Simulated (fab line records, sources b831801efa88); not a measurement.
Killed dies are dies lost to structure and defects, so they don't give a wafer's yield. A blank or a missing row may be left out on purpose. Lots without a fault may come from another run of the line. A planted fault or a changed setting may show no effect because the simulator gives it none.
One fault seen from 2 desks | flow gf180mcu | each desk has only its own numbers; what lay behind them comes last

THE TOOL OWNER'S DESK: implanter-03
The tool's own readings at GF_MVSD_IMPLANT_09: means of the sampled wafers that have a number, for each lot that ran on this tool. A lot is out of limits, marked OUT, if its mean lies more than 4 standard deviations from the usual mean; the brackets give that distance.
Columns: A = dose_ions_cm2 at GF_MVSD_IMPLANT_09, usual 5e+12; B = faraday_current_uA at GF_MVSD_IMPLANT_09, usual 28.2
lot  | first seen here | A                       | B
L208 | day 5 15:47     | 5e+12                   | 27.8
L211 | day 6 07:58     | 5e+12                   | 28.6
L214 | day 7 05:22     | 5e+12                   | 28.4
L215 | day 7 09:46     | 6e+12 (+99 or more) OUT | 31.1 (+4.9) OUT
L220 | day 8 15:03     | 6e+12 (+99 or more) OUT | 31.2 (+5.0) OUT
This desk's finding: out of limits on L215, L220; first on L215, day 7 09:46 (dose_ions_cm2 at GF_MVSD_IMPLANT_09). In limits: L208, L211, L214.

THE METROLOGY DESK
What the gauges read, lot by lot, whatever tool the lot ran on: means of the sampled wafers that have a number. A lot is out of limits, marked OUT, if its mean lies more than 4 standard deviations from the usual mean; the brackets give that distance.
Columns: A = MVSD_RS at GF_VT_IMPLANT_RS_MEAS_46, usual 456.6 ohm/sq; B = CONTACT_OVL at GF_CONTACT_OVL_MEAS_15, usual 2 nm
lot  | first seen here | A                | B
L203 | day 7 13:43     | 457.2            | 7
L205 | day 8 01:51     | 455.2            | 4
L206 | day 8 09:31     | 455.2            | -3
L207 | day 8 15:44     | 456.2            | 7
L208 | day 8 22:44     | 457.0            | 0
L211 | day 9 19:37     | 456.5            | -1
L212 | day 10 01:45    | 457.7            | 9
L214 | day 10 18:14    | 457.5            | 3
L215 | day 10 22:37    | 451.2 (-4.9) OUT | 6
L217 | day 11 09:30    | 457.0            | -0
L220 | day 12 06:27    | 450.8 (-5.3) OUT | 4
L224 | day 13 04:29    | 456.7            | 5
L225 | day 13 12:40    | 455.0            | 2
L226 | day 13 19:32    | 455.5            | 4
This desk's finding: out of limits on L215, L220; first on L215, day 10 22:37 (MVSD_RS at GF_VT_IMPLANT_RS_MEAS_46). In limits: L203, L205, L206, L207, L208, L211, L212, L214, L217, L224, L225, L226.

PUT TOGETHER
The tool owner's desk could have raised an alarm at day 7 09:46, on L215, L220.
The metrology desk could have raised an alarm at day 10 22:37, on L215, L220.
Of the lots named, all ran GF_MVSD_IMPLANT_09 on implanter-03.

WHAT THE SIMULATOR HAD PUT IN
Process parameter drift: implanter-03, from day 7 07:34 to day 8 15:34, at GF_MVSD_IMPLANT_09. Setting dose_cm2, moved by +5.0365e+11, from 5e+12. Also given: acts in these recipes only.
Lots struck among those shown: L215, L220.
Hours from the fault's start to each desk's first reading out of limits: the tool owner's desk, 2; the metrology desk, 87.
